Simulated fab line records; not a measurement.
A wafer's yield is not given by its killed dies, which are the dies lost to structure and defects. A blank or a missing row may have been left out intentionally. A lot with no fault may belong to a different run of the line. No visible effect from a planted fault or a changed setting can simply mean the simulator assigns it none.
Split-lot experiment    flow sfq_line    23 wafers read from 5 lots, route of 325 steps

THE SPLIT ITSELF
At SFQ_TRILAYER_M8_DEP_EVAP_197 (material Ti, target thk 20 nm, time 100 s), the setting time_s was moved away from the recipe's 100 s on 11 of the 23 wafers read, by +8.6% to +12.2%. This setting was run at the recipe's value on the other wafers.

The reading is taken at the split's own step.

THE READING
Ti_of_TRILAYER_M8_DEP_EVAP_197.thk_nm (the simulator's own value, which no gauge read), in nm, at SFQ_TRILAYER_M8_DEP_EVAP_197 (material Ti, target thk 20 nm, time 100 s). The file does not state a usual value for it. Here, 12 wafers ran the recipe; their average is 20.02 nm with a standard deviation of 0.21 nm.

wafer   tool, chamber at the split  time_s as run, s  against the recipe  Ti_of_TRILAYER_M8_DEP_EVAP_197.thk_nm, nm  against lot-mates on the recipe
L074.1  pvd_sputter-02, -           100               recipe              19.99                                      -
L074.3  pvd_sputter-02, -           100               recipe              20.18                                      -
L074.6  pvd_sputter-02, -           100               recipe              20.15                                      -
L075.2  pvd_sputter-01, -           112.2             +12.2%              22.1                                       +2.15
L075.3  pvd_sputter-01, -           100               recipe              19.96                                      -
L075.4  pvd_sputter-01, -           112.2             +12.2%              22.22                                      +2.27
L075.5  pvd_sputter-01, -           112.2             +12.2%              22.67                                      +2.72
L075.6  pvd_sputter-01, -           100               recipe              19.95                                      -
L079.1  pvd_sputter-01, -           100               recipe              20.5                                       -
L079.3  pvd_sputter-01, -           100               recipe              20.01                                      -
L079.4  pvd_sputter-01, -           109.6             +9.6%               22.07                                      +1.81
L079.5  pvd_sputter-01, -           109.6             +9.6%               21.96                                      +1.70
L079.6  pvd_sputter-01, -           109.6             +9.6%               22.21                                      +1.95
L083.1  pvd_sputter-01, -           111.2             +11.2%              22.25                                      +2.55
L083.2  pvd_sputter-01, -           111.2             +11.2%              21.59                                      +1.89
L083.3  pvd_sputter-01, -           100               recipe              19.6                                       -
L083.4  pvd_sputter-01, -           111.2             +11.2%              21.83                                      +2.12
L083.6  pvd_sputter-01, -           100               recipe              19.81                                      -
L084.1  pvd_sputter-02, -           100               recipe              20.13                                      -
L084.2  pvd_sputter-02, -           108.6             +8.6%               21.61                                      +1.57
L084.3  pvd_sputter-02, -           100               recipe              19.93                                      -
L084.4  pvd_sputter-02, -           108.6             +8.6%               21.87                                      +1.83
L084.5  pvd_sputter-02, -           100               recipe              20.05                                      -

FIT RESULTS
A straight line over all 23 wafers: Ti_of_TRILAYER_M8_DEP_EVAP_197.thk_nm changes by +0.188 nm for each +1% of time_s; r = +0.97; the points scatter about the line by 0.26 nm.
The same after taking each lot's own level away (the mean of its wafers on the recipe; 23 wafers): +0.194 nm for each +1%; r = +0.99; scatter 0.18 nm.
That fit puts the effect of the largest move of time_s on the reading at 2.4 nm.
From 19.705 to 20.255 nm: that is the span of the lots' own levels, equal to 2.6 times the standard deviation above.
So the lot-to-lot level changes the slope little: the two slopes agree.
Check: +2.4 nm against its lot-mates is what the line predicts for one of the wafers moved furthest among these (+12.2%) when that wafer is left out of the fit. Against them it came out at +2.15 nm.

THE OTHER SPLITS THESE WAFERS WENT THROUGH
Note: prior to the reading, these wafers also went through further splits. Each is held against what the fit with the lots' levels taken away leaves over:
other split on the same wafers                         wafers away from the commonest value  r with Ti_of_TRILAYER_M8_DEP_EVAP_197.thk_nm (lot level and that fit taken away)
SFQ_TRILAYER_I5_LITHO_COAT_144 spin_rpm                11                                    -0.39
SFQ_TRILAYER_I5_BARC_OPEN_VIA_ETCH_200 pressure_mtorr  18                                    -0.04
SFQ_TRILAYER_C5_LITHO_EXPOSE_152 dose_mj               7                                     +0.08
SFQ_TRILAYER_M6_LITHO_COAT_159 resist_thk_nm           10                                    +0.27
SFQ_TRILAYER_M6_BARC_OPEN_METAL_ETCH_206 icp_w         7                                     +0.05
SFQ_TRILAYER_I6_VIA_LITHO_COAT_169 spin_rpm            5                                     +0.03
SFQ_TRILAYER_I6_VIA_BARC_OPEN_VIA_ETCH_235 source_w    11                                    +0.17
SFQ_TRILAYER_M7_BARC_OPEN_METAL_ETCH_229 icp_w         10                                    -0.18
SFQ_TRILAYER_I7_VIA_LITHO_COAT_187 resist_thk_nm       8                                     +0.24

THE FILE'S OWN FIT
Ti_of_TRILAYER_M8_DEP_EVAP_197.thk_nm changes by +0.194 nm for each +1% of time_s, r = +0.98.
